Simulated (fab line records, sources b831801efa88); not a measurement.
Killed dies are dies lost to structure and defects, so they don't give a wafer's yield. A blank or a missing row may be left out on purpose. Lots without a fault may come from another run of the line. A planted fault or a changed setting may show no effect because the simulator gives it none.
A struck lot beside a sound one | flow sky130 | 15 steps out of a route of 708
Sound: wafers L211.1, L211.3, L211.4. Struck: wafers L204.1, L204.3, L204.6. The cause comes at the end.
At each step with rows: each side's tool, then ch and its chambers, then its first start. Under that, the readings that differ: sound wafers | struck wafers | difference of the means | sigmas: that difference in standard deviations of wafers without a fault.
alike: readings whose means differ by less than 2 such deviations, and words and numbers that are the same on both sides. not compared: withheld readings, readings that some wafer has no value for, bounds like >300 that may hide the same value, and numbers for which the record gives no deviation and whose values overlap.
The two part at a step that has a row with sigmas, a row that says differs or no value, or rows on one side only. Numbers that don't overlap but have no deviation are shown without sigmas and don't part them. A reading that every wafer of one side lacks parts them only if that side has two wafers or more.

SKY_LDD_HVP_OVL_MEAS_07:
  sound on overlay-01, day 29 09:09; struck on overlay-01, day 26 08:34
  alike: LDD_HVP_OVL
then, 1 step without rows for these wafers: SKY_LDD_HVP_IMPLANT_08.
SKY_LDD_HVP_STRIP_09: strips in O2/N2.
  sound on plasma_asher-01 ch 0,1, day 29 10:14; struck on plasma_asher-03 ch 0,1, day 26 08:45
  alike: drypump_motor_current_A, oes_product_au, strip_time_to_endpoint_s
  not compared: rf_hours_counter_h
SKY_LDD_HVP_TW_MEAS_10:
  sound on film_metro-04, day 29 10:20; struck on film_metro-01, day 26 08:51
  alike: LDD_HVP_TW
then, 7 steps without rows for these wafers: SKY_LDD_LDN_DEHYDRATE_00 (time 60 s); SKY_LDD_LDN_HMDS_01 (prime time 60 s); SKY_LDD_LDN_COAT_02 (resist thk 1140 nm); SKY_LDD_LDN_SOFTBAKE_03 (time 60 s); SKY_LDD_LDN_EXPOSE_04 (exposes mask LDNTM, target cd 700 nm); SKY_LDD_LDN_PEB_05; SKY_LDD_LDN_DEVELOP_06 (develop time 60 s).
SKY_LDD_LDN_OVL_MEAS_07:
  sound on overlay-01, day 30 14:35; struck on overlay-01, day 27 14:01
  alike: LDD_LDN_OVL
SKY_LDD_LDN_IMPLANT_08:
  sound on implanter-03 ch 0, day 30 14:38; struck on implanter-01 ch 0, day 27 14:03
  reading                   | sound                | struck               | difference | sigmas
  beam_energy_keV           | 15.003 15.006 15.002 | 19.958 19.952 19.953 | +4.951     | +99 or more
  model.implant.rp_nm (nm)  | 12.56 12.56 12.56    | 15.88 15.88 15.88    | +3.32      |
  model.implant.drp_nm (nm) | 5.933 5.933 5.933    | 7.2 7.2 7.2          | +1.3       |
then, 1 step without rows for these wafers: SKY_LDD_LDN_IMPLANT_09.
-- the record jumps here: 21 days lie between the struck wafers' starts before and after (it left off in module LDD_LDN and takes up again in module PAD_OPEN, whose first step shown is number 708 of the route) --
SKY_PAD_OPEN_PROBE_99:
  sound on prober-01, day 50 20:05; struck on prober-01, day 48 21:23
  reading                         | sound          | struck         | difference | sigmas
  model.etest.tip_sonos.rs_ohm_sq | 2605 2614 2622 | 2417 2456 2418 | -183       |
  alike: killed_at_M0_to_M3, killed_at_M4_up, killed_at_contacts, killed_at_front_end, killed_at_other, killed_dies, killed_open, killed_short

WHERE THEY PART
Only at SKY_LDD_LDN_IMPLANT_08, within this record. Later steps at which nothing parts them and some readings are alike: SKY_PAD_OPEN_PROBE_99.

WHY: what the simulator had put in
Process parameter drift: implanter-01, from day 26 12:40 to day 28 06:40, at SKY_LDD_LDN_IMPLANT_08. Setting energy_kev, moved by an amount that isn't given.
